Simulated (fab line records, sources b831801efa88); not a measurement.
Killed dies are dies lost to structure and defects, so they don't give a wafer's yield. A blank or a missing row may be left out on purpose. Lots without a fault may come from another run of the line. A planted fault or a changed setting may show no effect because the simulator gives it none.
One fault seen from 2 desks | flow gf180mcu | each desk has only its own numbers; what lay behind them comes last

THE METROLOGY DESK
What the gauges read, lot by lot, whatever tool the lot ran on: means of the sampled wafers that have a number. A lot is out of limits, marked OUT, if its mean lies more than 4 standard deviations from the usual mean; the brackets give that distance.
Columns: A = M1_ALCU_THK at GF_M1_THK_MEAS_06, usual 448 nm
lot  | first seen here | A
L657 | day 16 18:19    | 444
L658 | day 17 05:32    | 445
L659 | day 17 09:13    | 450
L660 | day 17 12:26    | 443
L661 | day 17 21:01    | 455
L662 | day 18 02:20    | 451
L663 | day 18 21:50    | 455
L667 | day 20 06:05    | 449
L669 | day 21 08:29    | 447
L672 | day 22 05:31    | 445
L675 | day 23 00:29    | 448
L678 | day 23 23:56    | 447
L679 | day 24 05:31    | 452
This desk's finding: nothing out of limits on any of the 13 lots.

THE TOOL OWNER'S DESK: pvd_sputter-02
The tool's own readings at GF_M2_SPUTTER_04 (material TiN, target thk 50 nm, time 41.7 s): means of the sampled wafers that have a number, for each lot that ran on this tool. A lot is out of limits, marked OUT, if its mean lies more than 4 standard deviations from the usual mean; the brackets give that distance.
Columns: A = chamber_pressure_pa at GF_M2_SPUTTER_04, usual 0.3999 Pa; B = throttle_valve_pct at GF_M2_SPUTTER_04, usual 30.3 %
lot  | first seen here | A                | B
L657 | day 18 19:31    | 0.4010           | 30.6
L660 | day 19 15:02    | 0.4003           | 30.7
L661 | day 20 00:32    | 0.3995           | 30.8
L663 | day 21 01:03    | 0.3987           | 30.7
L669 | day 23 09:46    | 0.3178 (-95) OUT | 34.3 (+4.3) OUT
L672 | day 24 06:15    | 0.3167 (-97) OUT | 34.4 (+4.4) OUT
This desk's finding: out of limits on L669, L672; first on L669, day 23 09:46 (chamber_pressure_pa at GF_M2_SPUTTER_04). In limits: L657, L660, L661, L663.

PUT TOGETHER
The tool owner's desk could have raised an alarm at day 23 09:46, on L669, L672.
The metrology desk saw nothing out of limits.
The metrology desk has L669, L672 on record, within its limits.
Of the lots named, all ran GF_M2_SPUTTER_04 on pvd_sputter-02.

WHAT THE SIMULATOR HAD PUT IN
Process parameter drift: pvd_sputter-02, from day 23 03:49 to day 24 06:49, at GF_M2_SPUTTER_04. Setting chamber_pressure_pa, moved by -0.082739, from 0.4. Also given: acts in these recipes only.
Lots struck among those shown: L669, L672.
Hours from the fault's start to each desk's first reading out of limits: the tool owner's desk, 6.
